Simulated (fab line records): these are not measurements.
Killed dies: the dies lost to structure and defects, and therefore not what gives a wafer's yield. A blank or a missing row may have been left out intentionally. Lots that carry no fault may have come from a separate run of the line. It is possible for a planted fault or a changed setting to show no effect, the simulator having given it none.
Which of the tools did it? / flow sky130 / 11 lots with 33 wafers sampled at 6 steps, on a route of 708 steps

== WHAT THE GAUGES READ, wafer by wafer ==
SKY_NWELL_TW_MEAS_15.
lot=L829; measured=day 5 12:40; on=film-metro-04; NWELL_TW=1834 1830 1834
lot=L830; measured=day 5 19:50; on=film-metro-04; NWELL_TW=1833 1836 1824
lot=L831; measured=day 5 21:11; on=film-metro-04; NWELL_TW=1845 1834 1845
lot=L832; measured=day 6 03:35; on=film-metro-02; NWELL_TW=1836 1836 1841
lot=L834; measured=day 6 22:01; on=film-metro-01; NWELL_TW=1836 1837 1849
lot=L836; measured=day 7 10:43; on=film-metro-01; NWELL_TW=1834 1838 1842
lot=L840; measured=day 8 06:31; on=film-metro-01; NWELL_TW=1835 1855 1851
lot=L841; measured=day 8 09:46; on=film-metro-04; NWELL_TW=1833 1833 1829
lot=L843; measured=day 8 20:50; on=film-metro-02; NWELL_TW=2109 2114 2113
lot=L846; measured=day 9 13:08; on=film-metro-01; NWELL_TW=2097 2100 2103
lot=L848; measured=day 10 06:55; on=film-metro-04; NWELL_TW=1823 1836 1828

SKY_NWELL_RS_MEAS_29: uses a four-point probe to measure.
lot=L829; measured=day 6 07:26; on=film-metro-01; NWELL_RS (ohm/sq)=627.0 627.9 627.1
lot=L830; measured=day 6 14:37; on=film-metro-02; NWELL_RS (ohm/sq)=626.3 624.6 626.4
lot=L831; measured=day 6 16:34; on=film-metro-04; NWELL_RS (ohm/sq)=622.5 622.7 623.2
lot=L832; measured=day 6 22:37; on=film-metro-01; NWELL_RS (ohm/sq)=626.4 627.0 625.6
lot=L834; measured=day 7 18:23; on=film-metro-04; NWELL_RS (ohm/sq)=624.5 623.5 622.1
lot=L836; measured=day 8 06:55; on=film-metro-02; NWELL_RS (ohm/sq)=625.7 626.2 623.9
lot=L840; measured=day 9 03:41; on=film-metro-02; NWELL_RS (ohm/sq)=624.4 625.4 623.9
lot=L841; measured=day 9 07:24; on=film-metro-02; NWELL_RS (ohm/sq)=624.8 626.8 626.1
lot=L843; measured=day 9 19:02; on=film-metro-01; NWELL_RS (ohm/sq)=502.8 501.6 501.6
lot=L846; measured=day 10 11:11; on=film-metro-04; NWELL_RS (ohm/sq)=502.1 500.5 501.2
lot=L848; measured=day 11 06:38; on=film-metro-01; NWELL_RS (ohm/sq)=627.3 626.3 626.8

SKY_SD_N_OVL_MEAS_08.
lot=L829; measured=day 29 11:50; on=overlay-02; SD_N_OVL (nm)=-1.1 -1.2 -0.3
lot=L830; measured=day 29 20:03; on=overlay-02; SD_N_OVL (nm)=1.8 0.4 2.1
lot=L831; measured=day 29 17:13; on=overlay-02; SD_N_OVL (nm)=1.2 -1.5 0.3
lot=L832; measured=day 30 05:46; on=overlay-01; SD_N_OVL (nm)=-2.0 -0.3 0.0
lot=L834; measured=day 31 06:54; on=overlay-01; SD_N_OVL (nm)=-1.0 -1.5 -0.7
lot=L836; measured=day 31 23:33; on=overlay-01; SD_N_OVL (nm)=-1.3 -2.3 -1.2
lot=L840; measured=day 33 01:06; on=overlay-02; SD_N_OVL (nm)=-1.9 -1.0 -1.2
lot=L841; measured=day 33 03:24; on=overlay-02; SD_N_OVL (nm)=0.2 -1.2 -2.5
lot=L843; measured=day 33 14:43; on=overlay-01; SD_N_OVL (nm)=-3.6 -2.4 -2.7
lot=L846; measured=day 34 14:40; on=overlay-01; SD_N_OVL (nm)=-0.7 -2.0 -2.6
lot=L848; measured=day 35 07:30; on=overlay-02; SD_N_OVL (nm)=-0.4 0.1 -0.1

SKY_LI_CONTACT_BOW_MEAS_03.
lot=L829; measured=day 29 13:24; on=film-metro-02; LI_CONTACT_BOW (um)=47 55 57
lot=L830; measured=day 29 21:38; on=film-metro-04; LI_CONTACT_BOW (um)=56 59 59
lot=L831; measured=day 29 18:48; on=film-metro-02; LI_CONTACT_BOW (um)=65 57 61
lot=L832; measured=day 30 07:24; on=film-metro-02; LI_CONTACT_BOW (um)=58 58 65
lot=L834; measured=day 31 08:29; on=film-metro-03; LI_CONTACT_BOW (um)=56 59 64
lot=L836; measured=day 32 01:12; on=film-metro-04; LI_CONTACT_BOW (um)=59 60 48
lot=L840; measured=day 33 02:40; on=film-metro-04; LI_CONTACT_BOW (um)=51 63 56
lot=L841; measured=day 33 04:58; on=film-metro-03; LI_CONTACT_BOW (um)=62 57 55
lot=L843; measured=day 33 16:19; on=film-metro-02; LI_CONTACT_BOW (um)=46 56 64
lot=L846; measured=day 34 16:16; on=film-metro-04; LI_CONTACT_BOW (um)=63 65 56
lot=L848; measured=day 35 09:05; on=film-metro-03; LI_CONTACT_BOW (um)=67 49 56

== TOOL THAT RAN EACH LOT (tool first, then ch and the chambers of the sampled wafers, then the start) ==
lot=L829; SKY_FIELD_ISO_STRIP_16=plasma-asher-01 ch 0,1, day 3 01:42; SKY_NWELL_IMPLANT_11=implanter-01 ch 0, day 5 12:07
lot=L830; SKY_FIELD_ISO_STRIP_16=plasma-asher-01 ch 0,1, day 3 08:31; SKY_NWELL_IMPLANT_11=implanter-04 ch 0, day 5 19:19
lot=L831; SKY_FIELD_ISO_STRIP_16=plasma-asher-03 ch 0,1, day 3 10:52; SKY_NWELL_IMPLANT_11=implanter-04 ch 0, day 5 20:40
lot=L832; SKY_FIELD_ISO_STRIP_16=plasma-asher-04 ch 0,1, day 3 16:11; SKY_NWELL_IMPLANT_11=implanter-01 ch 0, day 6 03:04
lot=L834; SKY_FIELD_ISO_STRIP_16=plasma-asher-03 ch 0,1, day 4 07:29; SKY_NWELL_IMPLANT_11=implanter-04 ch 0, day 6 21:29
lot=L836; SKY_FIELD_ISO_STRIP_16=plasma-asher-04 ch 0,1, day 4 15:47; SKY_NWELL_IMPLANT_11=implanter-03 ch 0, day 7 10:10
lot=L840; SKY_FIELD_ISO_STRIP_16=plasma-asher-01 ch 0,1, day 5 12:21; SKY_NWELL_IMPLANT_11=implanter-03 ch 0, day 8 05:58
lot=L841; SKY_FIELD_ISO_STRIP_16=plasma-asher-01 ch 1, day 5 15:56; SKY_NWELL_IMPLANT_11=implanter-04 ch 0, day 8 09:14
lot=L843; SKY_FIELD_ISO_STRIP_16=plasma-asher-04 ch 0,1, day 6 02:41; SKY_NWELL_IMPLANT_11=implanter-01 ch 0, day 8 20:20
lot=L846; SKY_FIELD_ISO_STRIP_16=plasma-asher-01 ch 0,1, day 6 17:52; SKY_NWELL_IMPLANT_11=implanter-01 ch 0, day 9 12:38
lot=L848; SKY_FIELD_ISO_STRIP_16=plasma-asher-01 ch 1, day 7 05:53; SKY_NWELL_IMPLANT_11=implanter-04 ch 0, day 10 06:23
- SKY_FIELD_ISO_STRIP_16: strips in O2/N2.
- SKY_NWELL_IMPLANT_11

== WHAT THE TOOLS THEMSELVES READ (means of the sampled wafers that have a number; where no wafer has one, the mark that the record gives instead) ==
SKY_FIELD_ISO_STRIP_16.
lot=L829; tool=plasma-asher-01; drypump-motor-current-A (A)=5.9; oes-product-au (a.u.)=0.376; strip-time-to-endpoint-s (s)=3.568
lot=L830; tool=plasma-asher-01; drypump-motor-current-A (A)=5.9; oes-product-au (a.u.)=0.382; strip-time-to-endpoint-s (s)=3.555
lot=L831; tool=plasma-asher-03; drypump-motor-current-A (A)=5.5; oes-product-au (a.u.)=0.381; strip-time-to-endpoint-s (s)=3.552
lot=L832; tool=plasma-asher-04; drypump-motor-current-A (A)=5.9; oes-product-au (a.u.)=0.381; strip-time-to-endpoint-s (s)=3.550
lot=L834; tool=plasma-asher-03; drypump-motor-current-A (A)=5.5; oes-product-au (a.u.)=0.384; strip-time-to-endpoint-s (s)=3.589
lot=L836; tool=plasma-asher-04; drypump-motor-current-A (A)=5.9; oes-product-au (a.u.)=0.379; strip-time-to-endpoint-s (s)=3.548
lot=L840; tool=plasma-asher-01; drypump-motor-current-A (A)=5.9; oes-product-au (a.u.)=0.383; strip-time-to-endpoint-s (s)=3.592
lot=L841; tool=plasma-asher-01; drypump-motor-current-A (A)=5.9; oes-product-au (a.u.)=0.381; strip-time-to-endpoint-s (s)=3.547
lot=L843; tool=plasma-asher-04; drypump-motor-current-A (A)=5.9; oes-product-au (a.u.)=0.379; strip-time-to-endpoint-s (s)=3.577
lot=L846; tool=plasma-asher-01; drypump-motor-current-A (A)=5.9; oes-product-au (a.u.)=0.378; strip-time-to-endpoint-s (s)=3.546
lot=L848; tool=plasma-asher-01; drypump-motor-current-A (A)=5.9; oes-product-au (a.u.)=0.376; strip-time-to-endpoint-s (s)=3.539

SKY_NWELL_IMPLANT_11.
lot=L829 tool=implanter-01 beam-energy-keV=399.83 dose-ions-cm2=1.9000e+13 faraday-current-uA=107.4
lot=L830 tool=implanter-04 beam-energy-keV=399.93 dose-ions-cm2=1.9027e+13 faraday-current-uA=105.9
lot=L831 tool=implanter-04 beam-energy-keV=399.97 dose-ions-cm2=1.9010e+13 faraday-current-uA=109.8
lot=L832 tool=implanter-01 beam-energy-keV=400.06 dose-ions-cm2=1.8997e+13 faraday-current-uA=107.8
lot=L834 tool=implanter-04 beam-energy-keV=399.93 dose-ions-cm2=1.9013e+13 faraday-current-uA=108.4
lot=L836 tool=implanter-03 beam-energy-keV=399.89 dose-ions-cm2=1.9019e+13 faraday-current-uA=106.1
lot=L840 tool=implanter-03 beam-energy-keV=399.88 dose-ions-cm2=1.9019e+13 faraday-current-uA=108.1
lot=L841 tool=implanter-04 beam-energy-keV=399.94 dose-ions-cm2=1.9015e+13 faraday-current-uA=107.4
lot=L843 tool=implanter-01 beam-energy-keV=399.98 dose-ions-cm2=2.8505e+13 faraday-current-uA=154.9
lot=L846 tool=implanter-01 beam-energy-keV=399.91 dose-ions-cm2=2.8490e+13 faraday-current-uA=157.3
lot=L848 tool=implanter-04 beam-energy-keV=399.90 dose-ions-cm2=1.8981e+13 faraday-current-uA=107.1

== THE ANSWER, worked out from the rows above alone ==
Rule: usual is defined by the lots themselves. Put in order of their means at a reading, lots are off if they are a third of the lots or fewer, leave a main group of 4 or more, and stand apart from it by a gap of 3 or more times the standard deviation of the main group's means; of several such gaps the widest counts. Not used: any main group whose means are identical at the precision the tables above print for the reading. A lot without any number at a reading at which 4 lots or more have one is off too. All remaining lots with rows at the step are treated as sound. First the gauges in route order, then the tools' own readings, where a lot's mean is used as printed above. At the first step where some lot is off, the reading lying furthest off is the one used; lots without a number count as furthest.
Off: at SKY_NWELL_TW_MEAS_15 (NWELL_TW), L843, L846. Mean 1837 and standard deviation 5.6 in the main group.
A tool fits if, at a process step before that reading, it ran every lot that is off, and no sound lot after the first of them. The gauges at SKY_NWELL_TW_MEAS_15 aren't tried: what is off there is off at SKY_NWELL_IMPLANT_11 too, on other tools, and a gauge's error can't cause that. One fits: SKY_NWELL_IMPLANT_11 on implanter-01. A fault onset in the window from L832 (day 6 03:04, its last sound lot) to L843 (day 8 20:20, its first lot off) fits.
The tool's own readings at SKY_NWELL_IMPLANT_11 bear it out: on the lots that are off they differ by more than 5 times the standard deviation of the sound lots' means. dose-ions-cm2 reads 2.8498e+13 there against 1.9009e+13 on the sound lots; faraday-current-uA reads 156.1 there against 107.6 on the sound lots.

== WHAT THE SIMULATOR HAD INSERTED ==
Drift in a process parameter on implanter-01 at SKY_NWELL_IMPLANT_11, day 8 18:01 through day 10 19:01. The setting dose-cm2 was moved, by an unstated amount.
Lots struck among those shown: L843, L846. The rule given above showed the same thing.
